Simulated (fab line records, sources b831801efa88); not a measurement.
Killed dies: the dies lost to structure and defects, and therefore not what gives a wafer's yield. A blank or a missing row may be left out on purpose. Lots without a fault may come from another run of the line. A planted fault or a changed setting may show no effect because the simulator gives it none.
The tool behind it: which one? -- flow sky130 -- 45 wafers from 15 lots sampled at 4 of the route's 708 steps

## WHAT THE GAUGES SHOWED, per wafer
SKY_NWELL_THK_MEAS_02.
lot,measured,on,NWELL_OXIDATION_THK (nm)
L958,day 2 16:03,film metro-04,10.16 10.01 9.96
L959,day 2 21:52,film metro-04,10.02 10.02 10.00
L960,day 3 04:57,film metro-01,10.02 10.09 9.83
L964,day 3 23:01,film metro-04,10.24 10.16 10.25
L965,day 4 14:20,film metro-02,9.90 10.10 10.12
L966,day 4 23:40,film metro-04,10.27 10.18 10.19
L967,day 4 23:41,film metro-01,10.08 9.95 9.92
L970,day 5 08:12,film metro-01,9.93 9.85 10.01
L971,day 6 00:43,film metro-04,10.20 10.46 10.23
L972,day 6 00:44,film metro-02,10.18 10.19 10.24
L976,day 6 17:31,film metro-04,10.08 10.20 9.93
L979,day 7 03:46,film metro-02,9.94 9.73 9.82
L978,day 7 03:47,film metro-01,9.86 10.04 9.97
L980,day 7 12:05,film metro-02,9.81 9.94 9.81
L981,day 7 12:16,film metro-02,9.95 9.78 9.86

SKY_DNWELL_TW_MEAS_09.
lot,measured,on,DNWELL_TW
L958,day 3 06:20,film metro-01,1122 1116 1124
L959,day 3 12:55,film metro-04,1123 1122 1121
L960,day 3 20:52,film metro-02,1110 1110 1103
L964,day 4 15:44,film metro-02,1105 1109 1103
L965,day 5 06:35,film metro-04,30 30 30 30 30 30
L966,day 5 16:16,film metro-04,30 30 30 30 30 30
L967,day 5 17:25,film metro-02,30 30 30 30 30 30
L970,day 6 02:07,film metro-04,1103 1105 1106
L971,day 6 18:23,film metro-01,1116 1110 1109
L972,day 6 18:14,film metro-01,1105 1106 1116
L976,day 7 12:24,film metro-01,1112 1112 1113
L979,day 8 00:23,film metro-04,1109 1106 1104
L978,day 8 00:04,film metro-01,1117 1119 1119
L980,day 8 08:22,film metro-02,1107 1103 1100
L981,day 8 08:25,film metro-01,1124 1124 1121

SKY_NWELL_OVL_MEAS_23.
lot,measured,on,NWELL_01_OVL (nm)
L958,day 5 07:01,overlay-01,2.0 2.3 0.0
L959,day 5 13:59,overlay-01,-0.2 0.9 1.1
L960,day 5 22:58,overlay-01,-0.7 0.2 0.0
L964,day 6 18:33,overlay-01,0.1 0.6 -0.7
L970,day 8 12:42,overlay-02,0.2 1.5 1.5
L971,day 9 06:51,overlay-02,-2.1 -0.7 -1.8
L972,day 9 06:04,overlay-01,0.9 -0.1 1.8
L976,day 10 02:53,overlay-02,-0.2 -1.5 1.2
L979,day 10 15:43,overlay-01,1.8 1.0 1.4
L978,day 10 15:31,overlay-02,1.9 0.9 1.3
L980,day 11 01:19,overlay-01,0.6 0.1 1.6
L981,day 11 01:28,overlay-02,0.7 1.3 -1.1

## WHAT TOOL EACH LOT RAN ON (gives the tool, then ch and the chambers of the sampled wafers, and finally the start)
lot,SKY_DNWELL_EXPOSE_04
L958,"iline stepper-01 ch 0, day 2 23:16"
L959,"iline stepper-02 ch 0, day 3 05:13"
L960,"iline stepper-01 ch 0, day 3 12:50"
L964,"iline stepper-02 ch 0, day 4 07:34"
L965,"iline stepper-01, day 4 22:23"
L966,"iline stepper-02, day 5 07:56"
L967,"iline stepper-01, day 5 08:14"
L970,"iline stepper-01 ch 0, day 5 17:32"
L971,"iline stepper-01 ch 0, day 6 09:37"
L972,"iline stepper-01 ch 0, day 6 09:26"
L976,"iline stepper-01 ch 0, day 7 02:37"
L979,"iline stepper-02 ch 0, day 7 14:15"
L978,"iline stepper-01 ch 0, day 7 14:03"
L980,"iline stepper-01 ch 0, day 7 22:05"
L981,"iline stepper-01 ch 0, day 7 22:13"
- SKY_DNWELL_EXPOSE_04: exposes mask DNM, target cd 3000 nm.

## AS READ BY THE TOOLS THEMSELVES (means over the sampled wafers that have a number; for cases with no such wafer, the mark the record gives instead)
SKY_DNWELL_EXPOSE_04.
lot,tool,exposure dose mJ cm2,focus offset nm (nm),stage vel mm s (mm/s)
L958,iline stepper-01,221.75,-0.1,500.04
L959,iline stepper-02,222.02,-0.3,500.11
L960,iline stepper-01,221.93,0.1,499.88
L964,iline stepper-02,222.11,0.0,500.17
L965,iline stepper-01,-,-,-
L966,iline stepper-02,-,-,-
L967,iline stepper-01,-,-,-
L970,iline stepper-01,221.80,0.1,499.92
L971,iline stepper-01,221.75,0.6,499.80
L972,iline stepper-01,222.05,-0.3,499.74
L976,iline stepper-01,222.10,0.0,500.29
L979,iline stepper-02,221.98,-0.2,499.99
L978,iline stepper-01,221.80,0.1,500.25
L980,iline stepper-01,221.80,0.4,500.04
L981,iline stepper-01,222.23,-0.1,499.80

## THE ANSWER, worked out from the rows above alone
Rule: what is usual is taken from the lots themselves. Put in order of their means at a reading, lots are off if they are a third of the lots or fewer, leave a main group of 4 or more, and stand apart from it by a gap of 3 or more times the standard deviation of the main group's means; of several such gaps the widest counts. Not used: any main group whose means are identical at the precision the tables above print for the reading. Also off: a lot with no number at a reading for which 4 or more lots have one. All remaining lots with rows at the step are treated as sound. First the gauges in route order, then the tools' own readings, where a lot's mean is used as printed above. The first step at which some lot is off is used, and at that step the reading that is off furthest; a lot without a number counts as furthest.
Off: L965, L966, L967, seen at SKY_DNWELL_TW_MEAS_09 (DNWELL_TW). The main group has a mean of 1112 with a standard deviation of 6.9.
If a tool, at a process step before that reading, ran all the lots that are off and no sound lot after the first of them, it fits. The gauges at SKY_DNWELL_TW_MEAS_09 aren't tried: what is off there is off at SKY_DNWELL_EXPOSE_04 too, on other tools, and a gauge's error can't cause that. No candidate that was tried fits.

## WHAT THE SIMULATOR HAD PUT IN
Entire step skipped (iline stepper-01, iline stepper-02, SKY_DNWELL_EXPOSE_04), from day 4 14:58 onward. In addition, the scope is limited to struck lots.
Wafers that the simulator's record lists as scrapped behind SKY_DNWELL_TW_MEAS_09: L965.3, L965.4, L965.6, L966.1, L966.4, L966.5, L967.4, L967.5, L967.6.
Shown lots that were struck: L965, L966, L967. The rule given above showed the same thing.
